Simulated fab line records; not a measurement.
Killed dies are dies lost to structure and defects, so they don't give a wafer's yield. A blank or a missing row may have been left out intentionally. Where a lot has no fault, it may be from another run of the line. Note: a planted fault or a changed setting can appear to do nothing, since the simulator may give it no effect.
2 desks, one fault | flow gf180mcu | every desk sees just its own numbers, and what lay behind them comes last

== THE METROLOGY DESK ==
What the gauges read, lot by lot, whatever tool the lot ran on: means of the sampled wafers that have a number. If a lot's mean is further than 4 standard deviations from the usual mean, the lot is out of limits and carries the mark OUT (the distance appears in the brackets).
Columns: A = NWELL_RS at GF_VT_IMPLANT_RS_MEAS_47, usual 487.7 ohm/sq; B = POLY_GATE_OVL at GF_POLY_GATE_OVL_MEAS_11, usual 4 nm; C = cdNm at GF_HV_LDD_CD_MEAS_07, usual 400.4 nm
lot  | first seen here | A     | B  | C
L427 | day 8 06:19     | 487.3 | 2  | 401.2
L428 | day 8 07:44     | 487.5 | 8  | 400.3
L429 | day 8 15:37     | 487.9 | 3  | 400.4
L430 | day 8 20:02     | 488.7 | 9  | 400.9
L432 | day 9 13:14     | 489.1 | 8  | 400.4
L433 | day 9 18:47     | 487.3 | 2  | 401.7
L434 | day 9 21:45     | 489.0 | 11 | 398.2
L435 | day 10 05:14    | 487.5 | 2  | 399.9
L437 | day 10 17:19    | 487.4 | 9  | 400.0
L438 | day 10 21:20    | 489.8 | 3  | 402.1
L439 | day 11 04:38    | 487.4 | -0 | 399.9
L440 | day 11 11:23    | 489.4 | 11 | 399.7
L444 | day 12 15:47    | 488.6 | 5  | 399.4
L445 | day 12 20:08    | 487.6 | -1 | 399.1
This desk's finding: nothing out of limits on any of the 14 lots.

== TOOL OWNER'S DESK, lithoTrack-04 ==
At GF_POLY_GATE_SOFTBAKE_06 (time 60 s), the tool's own readings, given per lot that ran on this tool as the mean of the sampled wafers with a number. If a lot's mean is further than 4 standard deviations from the usual mean, the lot is out of limits and carries the mark OUT (the distance appears in the brackets).
Columns: A = heaterPowerTotalW at GF_POLY_GATE_SOFTBAKE_06, usual 93.05 W; B = runLengthS at GF_POLY_GATE_SOFTBAKE_06, usual 89.14 s
lot  | first seen here | A               | B
L427 | day 9 12:00     | 93.03           | 89.19
L430 | day 10 03:00    | 92.99           | 89.28
L432 | day 10 22:00    | 93.05           | 89.07
L439 | day 12 15:00    | 93.05           | 89.11
L444 | day 14 02:00    | 94.66 (+25) OUT | 86.31 (-24) OUT
L445 | day 14 09:00    | 94.64 (+25) OUT | 86.26 (-24) OUT
Finding of this desk: L444, L445 out of limits; the first was L444 at day 14 02:00, on heaterPowerTotalW at GF_POLY_GATE_SOFTBAKE_06. Within limits: L427, L430, L432, L439.

== TAKEN TOGETHER ==
An alarm could have come from the tool owner's desk at day 14 02:00, on L444, L445.
From the metrology desk's view, nothing was out of limits.
The metrology desk has L444, L445 on record, within its limits.
Every lot named ran GF_POLY_GATE_SOFTBAKE_06 on lithoTrack-04.

== WHAT WAS PUT IN BY THE SIMULATOR ==
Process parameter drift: lithoTrack-04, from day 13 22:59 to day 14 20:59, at GF_POLY_GATE_SOFTBAKE_06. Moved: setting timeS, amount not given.
Lots struck among those shown: L444, L445.
How many hours passed from the start of the fault until each desk's first out-of-limits reading: the tool owner's desk, 3.
